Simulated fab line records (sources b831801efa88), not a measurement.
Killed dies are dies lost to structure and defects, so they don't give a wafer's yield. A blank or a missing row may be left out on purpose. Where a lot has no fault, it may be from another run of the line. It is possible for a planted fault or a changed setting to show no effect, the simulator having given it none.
fab line records    flow sky130
record: lots: 13  wafers: 39  lastDay: 50
route steps=708 shown VIA1@481 VIA2@520 METAL3@567 VIA3@593 PAD_OPEN@708
lots that met no fault: taken from a fault-free run of the same line
startH: hours from the record's opening day to when the first of the lot's shown wafers began    waitH: time in hours since the lot's previous step    " as in the row above    L1.1+2: a row that stands for several wafers    - no value, or no start was given    * or withheld: withheld    < > ~ a bound
route shown NAME@n: NAME is a module with steps in the file, n the number in the route of the first one    usual: mean/standard deviation taken from wafers without a fault    same: alike in all rows    chamber/n: place in a boat    sites: per-site readings    _std_site: standard deviation across them    _edge_site: the outer-site mean with the inner-site mean subtracted    radiusMm: how far each site lies from the wafer's centre    mask NAME#n: copy n    behind: the most recent tool/chamber to have shaped the wafer    hold: why the lot went on hold/how many hours it stayed there/how the hold came to an end    device: which transistor (n, p or np) failed to switch    end of line: the route-end tests of the same wafers    a step given without rows: its recipe and nothing more    killed: at the first sort, the dies lost to defects and structure; wafer yield is something else    map: shows each die of a wafer: x if killed, . if not, _ if none is there
set.NAME: the run value of the setting; set.NAME@STEP: its run value at that earlier step    model.NAME: the simulator's own value behind a step, which no gauge read
the route's steps for a sample of lots (tables are steps, rows are wafers)
services: a tool's chamber out of use, with start hour (startH, from the record's first day; less than 0 if before it), hours out, and reason
== steps ==
step: SKY_VIA1_THK_MEAS_23
recipe: thkMeasGauge: xrf  reads: W_of_VIA1_CVD_21
usual: VIA1_W_THK: 267/4.5
lot.wafer  tool          chamber  startH  waitH  VIA1_W_THK[nm]
L176.2     filmMetro-03  -        796.25  0.1    259
L176.4     "             -        "       "      261
L176.5     "             -        "       "      258
L177.1     filmMetro-03  -        802.46  0.1    266
L177.2     "             -        "       "      265
L177.6     "             -        "       "      262
L181.1     filmMetro-03  -        840.31  0.1    268
L181.3     "             -        "       "      267
L181.5     "             -        "       "      266
L182.1     filmMetro-03  -        850.82  0.1    266
L182.4     "             -        "       "      265
L182.6     "             -        "       "      268
L183.1     filmMetro-04  -        858.60  0.1    270
L183.4     "             -        "       "      270
L183.6     "             -        "       "      268
L186.2     filmMetro-01  -        880.21  0.1    259
L186.4     "             -        "       "      256
L186.6     "             -        "       "      267
L187.2     filmMetro-03  -        887.71  0.1    274
L187.4     "             -        "       "      273
L187.5     "             -        "       "      272
L190.1     filmMetro-03  -        897.35  0.1    275
L190.3     "             -        "       "      275
L190.4     "             -        "       "      272
L193.1     filmMetro-03  -        922.83  0.1    263
L193.3     "             -        "       "      266
L193.6     "             -        "       "      264
L194.4     filmMetro-04  -        928.25  0.1    270
L194.5     "             -        "       "      272
L194.6     "             -        "       "      268
L195.3     filmMetro-01  -        930.07  0.1    268
L195.4     "             -        "       "      265
L195.6     "             -        "       "      265
L198.2     filmMetro-01  -        951.84  0.1    265
L198.4     "             -        "       "      264
L198.5     "             -        "       "      262
L199.1     filmMetro-03  -        960.12  0.1    262
L199.3     "             -        "       "      263
L199.6     "             -        "       "      264
step: SKY_VIA2_OVL_MEAS_13
usual: VIA2_OVL: 1/5.5
lot.wafer  tool        chamber  startH   waitH  VIA2_OVL[nm]
L176.2     overlay-02  -        851.38   0.1    5
L176.4     "           -        "        "      7
L176.5     "           -        "        "      5
L177.1     overlay-02  -        857.48   0.1    5
L177.2     "           -        "        "      3
L177.6     "           -        "        "      8
L181.1     overlay-01  -        894.93   0.1    -1
L181.3     "           -        "        "      -5
L181.5     "           -        "        "      2
L182.1     overlay-02  -        905.03   0.1    2
L182.4     "           -        "        "      -1
L182.6     "           -        "        "      0
L183.1     overlay-01  -        912.35   0.1    13
L183.4     "           -        "        "      6
L183.6     "           -        "        "      3
L186.2     overlay-01  -        932.64   0.1    1
L186.4     "           -        "        "      -7
L186.6     "           -        "        "      3
L187.2     overlay-02  -        942.99   0.1    5
L187.4     "           -        "        "      -1
L187.5     "           -        "        "      7
L190.1     overlay-01  -        948.93   0.1    4
L190.3     "           -        "        "      0
L190.4     "           -        "        "      6
L193.1     overlay-01  -        974.63   0.1    4
L193.3     "           -        "        "      3
L193.6     "           -        "        "      0
L194.4     overlay-01  -        979.44   0.1    0
L194.5     "           -        "        "      -3
L194.6     "           -        "        "      0
L195.3     overlay-02  -        979.84   0.1    0
L195.4     "           -        "        "      -10
L195.6     "           -        "        "      -5
L198.2     overlay-01  -        1002.63  0.1    2
L198.4     "           -        "        "      -6
L198.5     "           -        "        "      -4
L199.1     overlay-01  -        1008.38  0.1    5
L199.3     "           -        "        "      -4
L199.6     "           -        "        "      10
step: SKY_METAL3_ETCH_17
recipe: target: SiO2  stopOn: TiN  chemistry: C4F8/O2/Ar  sourceW: 1500  biasW: 1200  pressureMtorr: 40  c4f8FlowSccm: withheld  O2_flow_sccm: 6  Ar_flow_sccm: 300  timeS: 3.9  targetDepthA: 150
usual: oesProductAu: 0.755/0.0072
lot.wafer  tool        chamber  startH   waitH  oesProductAu  rfHoursCounterH
L176.2     rieDiel-01  2        905.90   0.1    0.740         6
L176.4     "           0        "        "      0.742         -
L176.5     "           2        "        "      0.758         -
L177.1     rieDiel-01  3        911.29   0.1    0.739         21
L177.2     "           1        "        "      0.753         14
L177.6     "           1        "        "      0.758         -
L181.1     rieDiel-04  1        946.50   0.1    0.760         13
L181.3     "           0        "        "      0.744         3
L181.5     "           0        "        "      0.765         -
L182.1     rieDiel-01  1        956.45   0.1    0.749         16
L182.4     "           0        "        "      0.760         1
L182.6     "           1        "        "      0.749         -
L183.1     rieDiel-01  2        967.63   0.1    0.766         8
L183.4     "           2        "        "      0.758         -
L183.6     "           1        "        "      0.763         -
L186.2     rieDiel-04  2        982.88   0.1    0.753         21
L186.4     "           1        "        "      0.751         14
L186.6     "           1        "        "      0.746         -
L187.2     rieDiel-01  1        994.05   0.1    0.754         17
L187.4     "           0        "        "      0.773         2
L187.5     "           1        "        "      0.763         -
L190.1     rieDiel-01  3        999.24   0.1    0.744         23
L190.3     "           2        "        "      0.754         9
L190.4     "           0        "        "      0.760         2
L193.1     rieDiel-01  2        1024.60  0.1    0.900         10
L193.3     "           0        "        "      0.902         3
L193.6     "           3        "        "      0.912         -
L194.4     rieDiel-01  1        1029.03  0.0    0.895         19
L194.5     "           3        "        "      0.906         -
L194.6     "           2        "        "      0.907         -
L195.3     rieDiel-04  2        1029.05  0.0    0.762         23
L195.4     "           0        "        "      0.756         5
L195.6     "           1        "        "      0.765         -
L198.2     rieDiel-04  0        1051.40  0.1    0.750         6
L198.4     "           1        "        "      0.759         16
L198.5     "           3        "        "      0.758         -
L199.1     rieDiel-03  2        1055.13  0.1    0.754         14
L199.3     "           0        "        "      0.757         19
L199.6     "           1        "        "      0.752         -
step: SKY_VIA3_SPUTTER_20
recipe: material: TiN  targetThkNm: 20  chamberPressurePa: 5  powerW: 4000  timeS: 80
usual: throttleValvePct: 30.6/0.98
lot.wafer  tool           chamber  startH   waitH  throttleValvePct
L176.2     pvdSputter-02  -        933.06   0.0    29.9
L176.4     "              -        "        "      31.5
L176.5     "              -        "        "      29.7
L177.1     pvdSputter-03  -        938.31   0.0    29.3
L177.2     "              -        "        "      31.9
L177.6     "              -        "        "      28.9
L181.1     pvdSputter-02  -        974.43   0.0    30.1
L181.3     "              -        "        "      30.7
L181.5     "              -        "        "      31.5
L182.1     pvdSputter-03  -        983.17   0.0    31.4
L182.4     "              -        "        "      29.1
L182.6     "              -        "        "      31.3
L183.1     pvdSputter-02  -        993.52   0.0    29.9
L183.4     "              -        "        "      30.0
L183.6     "              -        "        "      29.9
L186.2     pvdSputter-03  -        1008.57  0.0    29.3
L186.4     "              -        "        "      31.5
L186.6     "              -        "        "      31.7
L187.2     pvdSputter-02  -        1019.49  0.0    31.5
L187.4     "              -        "        "      29.6
L187.5     "              -        "        "      30.0
L190.1     pvdSputter-03  -        1024.44  0.0    29.1
L190.3     "              -        "        "      31.9
L190.4     "              -        "        "      31.7
L193.1     pvdSputter-03  -        1049.39  0.0    31.2
L193.3     "              -        "        "      31.7
L193.6     "              -        "        "      31.6
L195.3     pvdSputter-02  -        1053.27  0.0    29.5
L195.4     "              -        "        "      30.4
L195.6     "              -        "        "      30.2
L194.4     pvdSputter-03  -        1053.80  0.0    29.1
L194.5     "              -        "        "      32.0
L194.6     "              -        "        "      31.1
L198.2     pvdSputter-03  -        1075.26  0.0    29.1
L198.4     "              -        "        "      31.6
L198.5     "              -        "        "      32.0
L199.1     pvdSputter-01  -        1078.36  0.0    29.2
L199.3     "              -        "        "      31.9
L199.6     "              -        "        "      30.0
step: SKY_PAD_OPEN_PROBE_99
usual: defectLimitedYield: 82.6/1.8  killed_at_M0_to_M3: 43/6.3  killed_at_M4_up: 3.0/1.6  killedAtContacts: 25/5  killedAtFrontEnd: 15/4.4  killedAtOther: 0.3/0.8  killedDies: 85/8.7  killedOpen: 47/6.9  killedShort: 38/6.3
same: grossDies: 492  killedAtBackSide: 0
lot.wafer  tool       chamber  startH   waitH  defectLimitedYield[%]  killed_at_M0_to_M3  killed_at_M4_up  killedAtContacts  killedAtFrontEnd  killedAtOther  killedDies  killedOpen  killedShort
L176.2     prober-01  -        1077.99  0.1    86.2                   30                  3                24                11                0              68          34          34
L176.4     prober-01  -        1078.09  0.2    84.3                   33                  2                27                15                0              77          44          33
L176.5     prober-01  -        1078.14  0.2    82.5                   38                  0                28                19                1              86          49          37
L177.1     prober-02  -        1083.54  0.1    79.3                   45                  3                34                20                0              102         54          48
L177.2     prober-02  -        1083.59  0.1    81.3                   46                  5                24                17                0              92          45          47
L177.6     prober-02  -        1083.79  0.2    84.1                   40                  3                19                16                0              78          32          46
L181.1     prober-02  -        1113.78  0.1    80.3                   51                  2                31                12                1              97          62          35
L181.3     prober-02  -        1113.88  0.2    82.5                   38                  4                27                16                1              86          49          37
L181.5     prober-02  -        1113.98  0.2    82.5                   41                  3                34                8                 0              86          46          40
L182.1     prober-02  -        1121.61  0.1    80.5                   47                  3                27                18                1              96          53          43
L182.4     prober-02  -        1121.76  0.2    81.3                   43                  4                29                16                0              92          57          35
L182.6     prober-02  -        1121.86  0.2    82.5                   41                  1                26                18                0              86          49          37
L183.1     prober-01  -        1129.24  0.1    83.1                   34                  0                31                17                1              83          36          47
L183.4     prober-01  -        1129.39  0.2    82.5                   44                  3                24                14                1              86          47          31
L183.6     prober-01  -        1129.49  0.2    80.5                   48                  1                29                18                0              96          57          37
L186.2     prober-02  -        1142.86  0.1    80.3                   37                  7                36                16                1              97          58          39
L186.4     prober-02  -        1142.96  0.2    82.5                   35                  2                24                22                3              86          55          29
L186.6     prober-02  -        1143.06  0.2    82.3                   45                  1                30                10                1              87          49          38
L187.2     prober-02  -        1152.64  0.1    83.9                   36                  4                21                18                0              79          43          34
L187.4     prober-02  -        1152.74  0.2    82.7                   48                  1                22                14                0              85          45          40
L187.5     prober-02  -        1152.79  0.2    83.9                   41                  4                16                18                0              79          44          35
L190.1     prober-01  -        1157.17  0.1    81.9                   49                  3                22                15                0              89          45          44
L190.3     prober-01  -        1157.27  0.2    83.1                   41                  1                23                18                0              83          34          49
L190.4     prober-01  -        1157.32  0.2    85.6                   42                  1                22                6                 0              71          45          26
L193.1     prober-01  -        1175.78  0.1    71.7                   38                  3                28                12                58             139         49          32
L193.3     prober-01  -        1175.88  0.2    85.0                   35                  2                23                14                0              74          42          32
L193.6     prober-01  -        1176.03  0.2    84.8                   46                  4                17                8                 0              75          51          24
L195.3     prober-02  -        1179.13  0.2    83.3                   39                  4                21                17                1              82          42          40
L195.4     prober-02  -        1179.18  0.2    81.1                   43                  4                29                16                1              93          39          54
L195.6     prober-02  -        1179.28  0.2    81.5                   56                  3                21                11                0              91          39          52
L194.4     prober-01  -        1179.51  0.2    83.7                   37                  1                27                14                1              80          48          32
L194.5     prober-01  -        1179.56  0.2    82.5                   38                  3                34                11                0              86          49          37
L194.6     prober-01  -        1179.61  0.2    82.1                   45                  3                23                17                0              88          49          39
L198.2     prober-02  -        1195.82  0.1    85.2                   36                  4                24                9                 0              73          36          37
L198.4     prober-02  -        1195.92  0.2    82.7                   42                  2                29                12                0              85          47          38
L198.5     prober-02  -        1195.97  0.2    83.3                   46                  5                21                10                0              82          42          40
L199.1     prober-02  -        1196.58  0.1    82.7                   41                  3                28                13                0              85          40          45
L199.3     prober-02  -        1196.68  0.2    84.1                   35                  1                23                19                0              78          46          32
L199.6     prober-02  -        1196.83  0.2    83.7                   43                  2                26                9                 0              80          41          39
killed by level:class
L176.2 CONTACT:geometricParticle:open=10 VIA1:geometricParticle:open=7 LOCAL_INTERCONNECT:geometricParticle:short=6 VIA2:geometricParticle:open=4 VIA3:geometricParticle:open=4 FIELD_ISO:geometricParticle:short=3 LI_CONTACT:geometricParticle:open=3 METAL1:geometricParticle:short=3
L176.4 VIA1:geometricParticle:open=11 CONTACT:geometricParticle:open=8 LI_CONTACT:geometricParticle:open=6 CONTACT:geometricParticle:short=5 VIA2:geometricParticle:open=5 FIELD_ISO:geometricParticle:short=4 FIELD_ISO:geometricParticle:open=4 LOCAL_INTERCONNECT:geometricParticle:short=4
L176.5 CONTACT:geometricParticle:open=14 VIA3:geometricParticle:open=8 METAL1:geometricParticle:short=7 FIELD_ISO:geometricParticle:open=5 POLY_GATE:geometricParticle:short=5 LI_CONTACT:geometricParticle:open=5 VIA2:geometricParticle:open=5 CONTACT:geometricParticle:short=4
L177.1 VIA1:geometricParticle:open=12 LI_CONTACT:geometricParticle:open=10 CONTACT:geometricParticle:open=9 METAL1:geometricParticle:short=7 CONTACT:geometricParticle:short=6 FIELD_ISO:geometricParticle:short=5 FIELD_ISO:geometricParticle:open=5 METAL2:geometricParticle:short=5
L177.2 VIA1:geometricParticle:open=12 LI_CONTACT:geometricParticle:open=8 CONTACT:geometricParticle:short=8 VIA2:geometricParticle:open=7 METAL1:geometricParticle:short=6 METAL2:geometricParticle:short=5 FIELD_ISO:geometricParticle:short=4 POLY_GATE:geometricParticle:open=4
L177.6 VIA1:geometricParticle:short=9 POLY_GATE:geometricParticle:short=7 CONTACT:geometricParticle:open=7 FIELD_ISO:geometricParticle:open=6 VIA2:geometricParticle:open=6 VIA2:geometricParticle:short=6 VIA1:geometricParticle:open=5 LI_CONTACT:geometricParticle:short=4
L181.1 CONTACT:geometricParticle:open=15 VIA1:geometricParticle:open=13 LI_CONTACT:geometricParticle:open=9 METAL2:geometricParticle:short=7 VIA2:geometricParticle:open=6 METAL1:geometricParticle:open=5 METAL1:geometricParticle:short=5 FIELD_ISO:geometricParticle:short=4
L181.3 VIA1:geometricParticle:open=11 CONTACT:geometricParticle:open=9 VIA3:geometricParticle:open=8 LI_CONTACT:geometricParticle:open=6 FIELD_ISO:geometricParticle:short=5 VIA2:geometricParticle:open=5 LOCAL_INTERCONNECT:geometricParticle:short=5 CONTACT:geometricParticle:short=5
L181.5 CONTACT:geometricParticle:open=13 VIA1:geometricParticle:open=11 VIA1:geometricParticle:short=7 METAL1:geometricParticle:short=7 VIA3:geometricParticle:open=7 LI_CONTACT:geometricParticle:short=6 CONTACT:geometricParticle:short=6 LI_CONTACT:geometricParticle:open=5
L182.1 VIA1:geometricParticle:open=11 LI_CONTACT:geometricParticle:open=9 VIA3:geometricParticle:open=8 METAL2:geometricParticle:short=8 CONTACT:geometricParticle:open=6 VIA1:geometricParticle:short=5 CONTACT:geometricParticle:short=5 VIA2:geometricParticle:open=5
L182.4 LI_CONTACT:geometricParticle:open=12 VIA1:geometricParticle:open=10 CONTACT:geometricParticle:open=7 VIA1:geometricParticle:short=6 VIA3:geometricParticle:open=6 METAL1:geometricParticle:short=6 POLY_GATE:geometricParticle:open=5 LOCAL_INTERCONNECT:geometricParticle:short=5
L182.6 VIA1:geometricParticle:open=11 METAL2:geometricParticle:short=8 CONTACT:geometricParticle:open=7 LOCAL_INTERCONNECT:geometricParticle:short=6 POLY_GATE:geometricParticle:open=6 LI_CONTACT:geometricParticle:open=6 FIELD_ISO:geometricParticle:short=5 FIELD_ISO:geometricParticle:open=5
L183.1 CONTACT:geometricParticle:open=8 LI_CONTACT:geometricParticle:open=7 LOCAL_INTERCONNECT:geometricParticle:short=7 FIELD_ISO:geometricParticle:short=6 VIA1:geometricParticle:short=6 METAL1:geometricParticle:short=6 VIA1:geometricParticle:open=6 LI_CONTACT:geometricParticle:short=5
L183.4 VIA1:geometricParticle:open=14 LI_CONTACT:geometricParticle:open=9 VIA1:areaEtch=8 CONTACT:geometricParticle:short=6 METAL1:geometricParticle:short=6 FIELD_ISO:geometricParticle:open=5 VIA3:geometricParticle:open=5 CONTACT:geometricParticle:open=5
L183.6 CONTACT:geometricParticle:open=11 LI_CONTACT:geometricParticle:open=8 METAL1:geometricParticle:short=8 VIA2:geometricParticle:open=8 VIA1:geometricParticle:open=7 VIA3:geometricParticle:open=7 FIELD_ISO:geometricParticle:open=6 LOCAL_INTERCONNECT:geometricParticle:short=4
L186.2 CONTACT:geometricParticle:open=14 LI_CONTACT:geometricParticle:open=11 VIA3:geometricParticle:open=7 VIA2:geometricParticle:open=6 METAL3:geometricParticle:short=5 LOCAL_INTERCONNECT:geometricParticle:short=4 VIA1:geometricParticle:open=4 METAL1:geometricParticle:short=4
L186.4 VIA3:geometricParticle:open=10 VIA1:geometricParticle:open=9 POLY_GATE:geometricParticle:open=7 LOCAL_INTERCONNECT:geometricParticle:short=7 CONTACT:geometricParticle:open=6 LI_CONTACT:geometricParticle:open=6 FIELD_ISO:geometricParticle:open=5 POLY_GATE:geometricParticle:short=5
L186.6 CONTACT:geometricParticle:open=9 CONTACT:geometricParticle:short=8 VIA2:geometricParticle:open=8 LI_CONTACT:geometricParticle:open=7 VIA1:geometricParticle:open=7 VIA3:geometricParticle:short=7 VIA3:geometricParticle:open=6 POLY_GATE:geometricParticle:open=5
L187.2 VIA1:geometricParticle:open=15 LI_CONTACT:geometricParticle:open=7 FIELD_ISO:geometricParticle:short=6 POLY_GATE:geometricParticle:open=6 VIA2:geometricParticle:open=6 LOCAL_INTERCONNECT:geometricParticle:short=5 CONTACT:geometricParticle:open=4 POLY_GATE:geometricParticle:short=4
L187.4 VIA1:geometricParticle:open=9 LI_CONTACT:geometricParticle:open=8 METAL2:geometricParticle:short=7 METAL1:geometricParticle:short=6 VIA3:geometricParticle:open=6 POLY_GATE:geometricParticle:open=5 CONTACT:geometricParticle:open=5 VIA2:geometricParticle:open=5
L187.5 VIA1:geometricParticle:open=11 CONTACT:geometricParticle:open=7 METAL1:geometricParticle:short=6 LI_CONTACT:geometricParticle:open=5 VIA2:geometricParticle:open=5 FIELD_ISO:geometricParticle:short=4 VIA3:geometricParticle:open=4 METAL3:geometricParticle:short=4
L190.1 CONTACT:geometricParticle:open=11 VIA3:geometricParticle:open=8 VIA1:geometricParticle:short=7 METAL2:geometricParticle:short=6 METAL1:geometricParticle:short=6 VIA1:geometricParticle:open=6 POLY_GATE:geometricParticle:short=5 LOCAL_INTERCONNECT:geometricParticle:short=5
L190.3 FIELD_ISO:geometricParticle:short=9 CONTACT:geometricParticle:short=7 VIA3:geometricParticle:open=6 VIA2:geometricParticle:open=6 LI_CONTACT:geometricParticle:open=5 CONTACT:geometricParticle:open=5 VIA1:geometricParticle:open=5 VIA2:geometricParticle:short=5
L190.4 VIA1:geometricParticle:open=10 CONTACT:geometricParticle:open=9 VIA2:geometricParticle:open=7 LI_CONTACT:geometricParticle:open=6 VIA3:geometricParticle:open=6 METAL1:geometricParticle:short=5 VIA1:geometricParticle:short=5 FIELD_ISO:geometricParticle:open=3
L193.1 PAD_OPEN:areaEtch=58 CONTACT:geometricParticle:open=13 VIA1:geometricParticle:open=7 FIELD_ISO:geometricParticle:open=6 CONTACT:geometricParticle:short=6 VIA2:geometricParticle:open=6 VIA3:geometricParticle:open=6 LI_CONTACT:geometricParticle:open=4
L193.3 CONTACT:geometricParticle:open=9 LI_CONTACT:geometricParticle:open=6 LOCAL_INTERCONNECT:geometricParticle:short=6 VIA2:geometricParticle:open=6 VIA3:geometricParticle:open=6 FIELD_ISO:geometricParticle:short=4 METAL1:geometricParticle:short=4 VIA1:geometricParticle:open=4
L193.6 VIA1:geometricParticle:open=13 VIA3:geometricParticle:open=11 METAL1:geometricParticle:short=6 CONTACT:geometricParticle:open=5 VIA2:geometricParticle:open=4 FIELD_ISO:geometricParticle:open=3 POLY_GATE:geometricParticle:short=3 LI_CONTACT:geometricParticle:open=3
L195.3 VIA1:geometricParticle:open=12 CONTACT:geometricParticle:open=7 VIA1:geometricParticle:short=7 CONTACT:geometricParticle:short=6 FIELD_ISO:geometricParticle:open=5 POLY_GATE:geometricParticle:open=5 VIA3:geometricParticle:open=4 METAL4:geometricParticle:short=4
L195.4 CONTACT:geometricParticle:open=11 VIA1:geometricParticle:short=11 VIA1:geometricParticle:open=9 CONTACT:geometricParticle:short=8 METAL1:geometricParticle:short=7 LOCAL_INTERCONNECT:geometricParticle:short=5 SPACER:geometricParticle:open=4 VIA3:geometricParticle:open=4
L195.6 VIA1:geometricParticle:open=13 CONTACT:geometricParticle:open=9 METAL1:geometricParticle:short=9 LOCAL_INTERCONNECT:geometricParticle:short=7 VIA1:geometricParticle:short=7 VIA3:geometricParticle:short=7 FIELD_ISO:geometricParticle:short=5 VIA3:geometricParticle:open=5
L194.4 LI_CONTACT:geometricParticle:open=11 VIA1:geometricParticle:open=10 CONTACT:geometricParticle:short=6 VIA1:geometricParticle:short=6 VIA2:geometricParticle:open=5 CONTACT:geometricParticle:open=5 FIELD_ISO:geometricParticle:open=4 METAL1:geometricParticle:short=4
L194.5 CONTACT:geometricParticle:open=10 CONTACT:geometricParticle:short=10 VIA2:geometricParticle:open=7 VIA3:geometricParticle:open=7 LI_CONTACT:geometricParticle:open=6 VIA1:geometricParticle:open=6 POLY_GATE:geometricParticle:open=4 LOCAL_INTERCONNECT:geometricParticle:short=4
L194.6 VIA2:geometricParticle:open=12 LI_CONTACT:geometricParticle:open=7 CONTACT:geometricParticle:open=7 VIA3:geometricParticle:open=7 VIA1:geometricParticle:open=6 FIELD_ISO:geometricParticle:short=5 LOCAL_INTERCONNECT:geometricParticle:short=5 METAL1:geometricParticle:short=5
L198.2 CONTACT:geometricParticle:open=14 VIA1:geometricParticle:open=7 METAL2:geometricParticle:short=6 CONTACT:geometricParticle:short=5 FIELD_ISO:geometricParticle:short=4 METAL1:geometricParticle:short=4 VIA2:geometricParticle:open=4 LI_CONTACT:geometricParticle:open=3
L198.4 CONTACT:geometricParticle:open=16 VIA1:geometricParticle:open=11 CONTACT:geometricParticle:short=6 METAL1:geometricParticle:short=6 VIA1:geometricParticle:short=5 VIA2:geometricParticle:open=4 VIA3:geometricParticle:short=4 VIA3:geometricParticle:open=4
L198.5 VIA1:geometricParticle:open=15 LI_CONTACT:geometricParticle:open=6 CONTACT:geometricParticle:open=6 METAL1:geometricParticle:short=5 VIA3:geometricParticle:open=5 VIA1:geometricParticle:short=5 VIA3:geometricParticle:short=5 LOCAL_INTERCONNECT:geometricParticle:short=4
L199.1 CONTACT:geometricParticle:open=9 LOCAL_INTERCONNECT:geometricParticle:short=9 VIA1:geometricParticle:open=9 VIA3:geometricParticle:open=8 LI_CONTACT:geometricParticle:open=5 METAL3:geometricParticle:short=5 VIA3:geometricParticle:short=5 POLY_GATE:geometricParticle:open=4
L199.3 LI_CONTACT:geometricParticle:open=10 POLY_GATE:geometricParticle:open=8 CONTACT:geometricParticle:open=6 VIA3:geometricParticle:open=6 VIA1:geometricParticle:open=6 POLY_GATE:geometricParticle:short=5 METAL1:geometricParticle:short=5 METAL2:geometricParticle:short=5
L199.6 CONTACT:geometricParticle:open=9 VIA2:geometricParticle:open=7 VIA1:geometricParticle:open=7 LI_CONTACT:geometricParticle:open=7 METAL2:geometricParticle:short=7 LOCAL_INTERCONNECT:geometricParticle:short=5 METAL1:geometricParticle:short=4 METAL3:geometricParticle:short=4
== services ==
tool           chamber  startH   hours  kind
rieDiel-03     1        883.77   5.0    repair
rieDiel-01     1        903.49   4.0    repair
rieDiel-01     3        913.95   4.1    repair
rieDiel-03     1        919.90   9.4    repair
pvdSputter-01  -        920.85   1.1    repair
rieDiel-01     0        923.08   -      clean
rieDiel-01     0        923.08   18.8   scheduledDown
rieDiel-01     0        923.08   18.8   ventCycle
rieDiel-03     -        935.86   2.8    pm
pvdSputter-02  -        942.61   2.5    repair
rieDiel-03     0        957.57   21.5   repair
rieDiel-01     3        961.25   21.6   repair
pvdSputter-01  -        967.00   1.4    repair
rieDiel-03     2        994.68   5.5    repair
rieDiel-01     3        1062.32  11.4   repair
rieDiel-01     -        1068.75  2.8    pm
rieDiel-04     -        1074.79  14.6   pm
== key ==
firstSign: step: SKY_METAL3_ETCH_17  reading: oesProductAu  direction: up  sigmas: 21  usual: 0.755  struck: 0.904
effect none on later readings
metAt SKY_METAL3_ETCH_17
struckLots L193,L194
baselineLoss: step: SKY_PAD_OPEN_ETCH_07  wafers: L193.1
notActingAt SKY_VIA1_THK_MEAS_23,SKY_VIA2_OVL_MEAS_13,SKY_VIA3_SPUTTER_20
onsetBetween 999.24 1024.60
earlierFault: kind: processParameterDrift  tool: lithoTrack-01  chamber: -  onsetH: 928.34  steps: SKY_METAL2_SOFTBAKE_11  channel: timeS  offset: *  shape: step  actsIn: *  stated: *
fault: kind: processParameterDrift  tool: rieDiel-01  chamber: -  onsetH: 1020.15  steps: SKY_METAL3_ETCH_17  channel: timeS  offset: *  shape: step  actsIn: *  stated: *
baselineLoss: these wafers lose ten dies or more at that step, a loss of the line's own and not of a fault; the sort's usual values leave them out
